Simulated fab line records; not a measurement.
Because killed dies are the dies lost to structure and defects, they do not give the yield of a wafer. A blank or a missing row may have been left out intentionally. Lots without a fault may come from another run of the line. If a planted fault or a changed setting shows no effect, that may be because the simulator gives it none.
Matching of chambers    flow gf180mcu    GF_V5_CVD_02 on pecvd-03 has 3 sister chambers
The step deposits SiO2 from TEOS, target thk 1450 nm, time 163.28 s. 18 wafers are shown with their chamber, then 9 later ones without.

## EACH WAFER AND ITS CHAMBER
wafer   chamber  heater power w (W)
L082.4  2        515
L082.5  0        637
L082.6  1        840
L088.2  0        790
L088.3  1        811
L088.5  0        645
L092.1  1        835
L092.2  0        737
L092.3  2        537
L092.4  0        796
L092.5  2        591
L092.6  1        679
L094.1  0        720
L094.2  1        714
L094.4  0        794
L096.1  1        814
L096.2  2        614
L096.3  0        655

SIGNATURES (averages over the wafers above)
reading         chamber 0  chamber 1  chamber 2  scatter within a chamber
heater power w  721.75     782.17     564.25     64.7
Rule: for each reading, subtract the chamber's mean from the wafer's reading, divide by that reading's scatter and square the result; add these up over the readings and take the root, which gives the wafer's distance from the chamber. If the next closest chamber is less than 2 further off than the closest, the wafer can't be placed; otherwise it belongs to the closest. The scatter: take each reading less its chamber's mean, square it, sum over the shown wafers, divide by the number of wafers less the number of chambers, and take the root.

## WAFERS WHOSE CHAMBER IS MISSING
wafer   heater power w (W)
L096.4  504
L096.5  755
L096.6  708
L097.1  512
L097.2  779
L097.3  805
L097.4  622
L097.5  597
L097.6  844

## CHAMBER TAKEN BY EACH
wafer   from the rows above           in truth
L096.4  2                             2
L096.5  can't be placed: 1 or 0       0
L096.6  can't be placed: 0 or 1       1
L097.1  2                             2
L097.2  can't be placed: 1 or 0       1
L097.3  can't be placed: 1 or 0       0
L097.4  can't be placed: 2 or 0 or 1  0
L097.5  can't be placed: 2 or 0       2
L097.6  can't be placed: 1 or 0       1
Correct placement for 2 of the 9. Cannot be placed on the basis of these rows: 7; the candidates contain the true chamber in 7. Placed wrongly: 0.
